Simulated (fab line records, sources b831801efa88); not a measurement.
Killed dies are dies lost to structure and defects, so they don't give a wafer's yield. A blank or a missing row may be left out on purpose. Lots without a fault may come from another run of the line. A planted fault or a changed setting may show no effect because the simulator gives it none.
Tool commonality check | flow gf180mcu | 12 lots, 36 wafers sampled

WHY IT WAS OPENED
At GF_V4_THK_MEAS_03 the reading V4_CVD_02_THK is flagged on 2 of 12 lots. Wafers without a fault read 851 nm, standard deviation 9.9.
Rule: a lot is flagged when every wafer of it that has a number lies more than 4 standard deviations from that mean, or none has a number. The other lots count as sound.

lot  | measured     | on            | V4_CVD_02_THK (nm), wafer by wafer | flag
L466 | day 23 10:39 | film_metro-04 | 845 858 854                        |
L468 | day 24 05:11 | film_metro-03 | 843 843 857                        |
L469 | day 24 10:07 | film_metro-01 | 725 748 730                        | FLAGGED
L470 | day 24 16:32 | film_metro-04 | 742 743 748                        | FLAGGED
L479 | day 28 05:43 | film_metro-04 | 861 845 869                        |
L480 | day 28 06:23 | film_metro-01 | 857 844 850                        |
L481 | day 28 09:35 | film_metro-03 | 831 848 855                        |
L482 | day 28 19:29 | film_metro-01 | 853 862 854                        |
L483 | day 29 04:02 | film_metro-04 | 846 860 860                        |
L487 | day 30 07:58 | film_metro-01 | 832 854 858                        |
L486 | day 30 08:28 | film_metro-01 | 850 856 870                        |
L488 | day 31 03:20 | film_metro-01 | 844 860 861                        |
The numbers of the flagged lots are 739 nm on average: -112 nm against the usual, or -11 standard deviations.

WHICH TOOL RAN EACH LOT
The record holds 3 process steps before the reading, out of a route of 602 steps. In each cell: the tool, then ch and the chambers that the sampled wafers went through, then the start.
lot  | flag    | GF_M4_SPUTTER_00             | GF_M4_SPUTTER_02             | GF_V4_CVD_02
L466 |         | pvd_sputter-02, day 22 10:17 | pvd_sputter-02, day 22 10:25 | pecvd-03 ch 0,2, day 23 10:34
L468 |         | pvd_sputter-01, day 23 05:49 | pvd_sputter-01, day 23 05:57 | pecvd-03 ch 1,2, day 24 05:05
L469 | FLAGGED | pvd_sputter-02, day 23 10:38 | pvd_sputter-02, day 23 10:46 | pecvd-03 ch 1,2, day 24 10:02
L470 | FLAGGED | pvd_sputter-02, day 23 17:56 | pvd_sputter-02, day 23 18:04 | pecvd-03 ch 0,1, day 24 16:26
L479 |         | pvd_sputter-02, day 27 08:30 | pvd_sputter-02, day 27 08:38 | pecvd-01 ch 1,2, day 28 05:38
L480 |         | pvd_sputter-01, day 27 08:40 | pvd_sputter-01, day 27 08:48 | pecvd-04 ch 0,1,2, day 28 06:19
L481 |         | pvd_sputter-03, day 27 11:57 | pvd_sputter-03, day 27 12:05 | pecvd-01 ch 0,2, day 28 09:31
L482 |         | pvd_sputter-03, day 27 21:56 | pvd_sputter-03, day 27 22:04 | pecvd-03 ch 1,2, day 28 19:25
L483 |         | pvd_sputter-03, day 28 07:20 | pvd_sputter-03, day 28 07:28 | pecvd-04 ch 0,2, day 29 03:57
L487 |         | pvd_sputter-02, day 29 12:25 | pvd_sputter-02, day 29 12:34 | pecvd-03 ch 0,2, day 30 07:53
L486 |         | pvd_sputter-01, day 29 12:55 | pvd_sputter-01, day 29 13:02 | pecvd-04 ch 1,2, day 30 08:23
L488 |         | pvd_sputter-01, day 30 08:17 | pvd_sputter-01, day 30 08:25 | pecvd-03 ch 0,1, day 31 03:16
What these steps do:
- GF_M4_SPUTTER_00: material Ti, target thk 37.5 nm, time 150 s.
- GF_M4_SPUTTER_02: material AlCu, target thk 450 nm, time 23.9 s.
- GF_V4_CVD_02: deposits SiO2 from TEOS, target thk 850 nm, time 94.851 s.
- GF_V4_THK_MEAS_03

FLAGGED OVER TOTAL, TOOL BY TOOL (the gauges that took the reading come last)
step              | tool           | lots run | flagged | share of the flagged lots | sound lots run after its first flagged lot
GF_M4_SPUTTER_00  | pvd_sputter-01 | 4        | 0       | none                      | -
GF_M4_SPUTTER_00  | pvd_sputter-02 | 5        | 2       | all                       | 2 (L479,L487)
GF_M4_SPUTTER_00  | pvd_sputter-03 | 3        | 0       | none                      | -
GF_M4_SPUTTER_02  | pvd_sputter-01 | 4        | 0       | none                      | -
GF_M4_SPUTTER_02  | pvd_sputter-02 | 5        | 2       | all                       | 2 (L479,L487)
GF_M4_SPUTTER_02  | pvd_sputter-03 | 3        | 0       | none                      | -
GF_V4_CVD_02      | pecvd-01       | 2        | 0       | none                      | -
GF_V4_CVD_02      | pecvd-03       | 7        | 2       | all                       | 3 (L482,L487,L488)
GF_V4_CVD_02      | pecvd-04       | 3        | 0       | none                      | -
GF_V4_THK_MEAS_03 | film_metro-01  | 6        | 1       | some                      | 5 (L480,L482,L487,L486,L488)
GF_V4_THK_MEAS_03 | film_metro-03  | 2        | 0       | none                      | -
GF_V4_THK_MEAS_03 | film_metro-04  | 4        | 1       | some                      | 2 (L479,L483)

WHAT THE TABLE ALLOWS
3 rows of the table ran every flagged lot: pvd_sputter-02 at GF_M4_SPUTTER_00, pvd_sputter-02 at GF_M4_SPUTTER_02, pecvd-03 at GF_V4_CVD_02.
- pvd_sputter-02 at GF_M4_SPUTTER_00: 2 of its 5 lots flagged. Sound lots ran on it after the first flagged one (L479, L487), which a lasting fault on the whole tool wouldn't allow.
- pvd_sputter-02 at GF_M4_SPUTTER_02: 2 of its 5 lots flagged. Sound lots ran on it after the first flagged one (L479, L487), which a lasting fault on the whole tool wouldn't allow.
- pecvd-03 at GF_V4_CVD_02: 2 of its 7 lots flagged. Sound lots ran on it after the first flagged one (L482, L487, L488), which a lasting fault on the whole tool wouldn't allow.
No row of the table ran every flagged lot and no sound lot after the first.

WHAT THE SIMULATOR HAD PUT IN
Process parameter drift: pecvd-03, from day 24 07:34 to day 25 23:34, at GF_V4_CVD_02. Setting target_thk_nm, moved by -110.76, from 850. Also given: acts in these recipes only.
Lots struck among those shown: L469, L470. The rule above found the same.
